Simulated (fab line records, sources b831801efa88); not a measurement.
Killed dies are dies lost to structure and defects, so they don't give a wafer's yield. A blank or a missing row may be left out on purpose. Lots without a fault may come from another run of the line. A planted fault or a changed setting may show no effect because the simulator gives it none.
A struck lot beside a sound one | flow sky130 | 16 steps out of a route of 708
Sound: wafers L871.1, L871.3, L871.4. Struck: wafer L885.2. (L885.1, L885.6 of the same lot were not struck and are left out.) The cause comes at the end.
At each step with rows: each side's tool, then ch and its chambers, then its first start. Under that, the readings that differ: sound wafers | struck wafers | difference of the means | sigmas: that difference in standard deviations of wafers without a fault.
alike: readings whose means differ by less than 2 such deviations, and words and numbers that are the same on both sides. not compared: withheld readings, readings that some wafer has no value for, bounds like >300 that may hide the same value, and numbers for which the record gives no deviation and whose values overlap.
The two part at a step that has a row with sigmas, a row that says differs or no value, or rows on one side only. Numbers that don't overlap but have no deviation are shown without sigmas and don't part them. A reading that every wafer of one side lacks parts them only if that side has two wafers or more.

first, 2 steps without rows for these wafers: SKY_LOCAL_INTERCONNECT_PEB_09; SKY_LOCAL_INTERCONNECT_DEVELOP_10 (develop time 60 s).
SKY_LOCAL_INTERCONNECT_CD_MEAS_11: target cd 170 nm.
  sound on cd_sem-02, day 32 15:19; struck on cd_sem-01, day 36 14:01
  alike: cd_nm
SKY_LOCAL_INTERCONNECT_OVL_MEAS_12:
  sound on overlay-01, day 32 15:26; struck on overlay-01, day 36 14:08
  alike: LOCAL_INTERCONNECT_OVL
SKY_LOCAL_INTERCONNECT_ETCH_13: etches BARC in N2/H2, stops on SiO2, time 45.9 s, target depth 60 nm.
  sound on rie_metal-01 ch 0,1, day 32 15:29; struck on rie_metal-04 ch 0, day 36 14:11
  alike: drypump_motor_current_A, n2_flow_sccm, oes_product_au, throttle_valve_pct
  not compared: rf_hours_counter_h
SKY_LOCAL_INTERCONNECT_METAL_ETCH_14: etches TiN in Cl2/BCl3, stops on PSG, target depth 110 nm, time 31.4 s.
  sound on rie_metal-01 ch 0,1, day 32 15:32; struck on rie_metal-04 ch 0, day 36 14:19
  alike: drypump_motor_current_A, oes_product_au, throttle_valve_pct
  not compared: rf_hours_counter_h
SKY_LOCAL_INTERCONNECT_STRIP_15: strips in O2/N2.
  sound on plasma_asher-02 ch 0,1, day 32 15:35; struck on plasma_asher-04 ch 1, day 36 14:25
  reading               | sound             | struck | difference | sigmas
  oes_product_au (a.u.) | 0.431 0.425 0.428 | 0.437  | +0.009     | +2
  alike: drypump_motor_current_A, n2_flow_sccm, strip_time_to_endpoint_s
  not compared: rf_hours_counter_h
then, 3 steps without rows for these wafers: SKY_LOCAL_INTERCONNECT_STRIP_16 (strips in post etch residue remover, time 1200 s); SKY_LOCAL_INTERCONNECT_CLEAN_17 (cleans in IPA, time 180 s); SKY_LOCAL_INTERCONNECT_CLEAN_18 (cleans in O3/DIW).
SKY_CONTACT_CVD_00: deposits Si3N4, target thk 75 nm.
  sound on pecvd-04 ch 1,2, day 32 16:11; struck on pecvd-04 ch 1, day 36 15:00
  alike: heater_power_w, susceptor_temp_C
SKY_CONTACT_THK_MEAS_01:
  sound on film_metro-03, day 32 16:13; struck on film_metro-04, day 36 15:02
  alike: CONTACT_CVD_00_THK
SKY_CONTACT_HDPCVD_02: deposits SiO2, target thk 565 nm, time 94.2 s.
  sound on hdpcvd-02 ch 0,1,2, day 32 16:17; struck on hdpcvd-02 ch 0, day 36 15:05
  reading                                     | sound             | struck | difference | sigmas
  model.SiO2_of_CONTACT_HDPCVD_02.thk_nm (nm) | 555.1 560.6 557.3 | 809.7  | +252.0     |
  alike: susceptor_temp_C
SKY_CONTACT_THK_MEAS_03:
  sound on film_metro-03, day 32 16:21; struck on film_metro-02, day 36 15:10
  reading                 | sound       | struck | difference | sigmas
  CONTACT_HDPCVD_THK (nm) | 555 560 557 | 810    | +253       | +45
SKY_CONTACT_CMP_04: polishes SiO2.
  sound on cmp-02 ch 1,2,3, day 32 16:28; struck on cmp-01 ch 0, day 36 15:13
  reading                | sound    | struck | difference | sigmas
  time_to_endpoint_s (s) | 82 82 83 | 171    | +89        | +23
  alike: motor_current_A
SKY_CONTACT_BOW_MEAS_05:
  sound on film_metro-02, day 32 16:45; struck on film_metro-04, day 36 15:31
  alike: CONTACT_BOW

WHERE THEY PART
First at SKY_LOCAL_INTERCONNECT_STRIP_15; last, within this record, at SKY_CONTACT_CMP_04. Later steps at which nothing parts them and some readings are alike: SKY_CONTACT_BOW_MEAS_05.

WHY: what the simulator had put in
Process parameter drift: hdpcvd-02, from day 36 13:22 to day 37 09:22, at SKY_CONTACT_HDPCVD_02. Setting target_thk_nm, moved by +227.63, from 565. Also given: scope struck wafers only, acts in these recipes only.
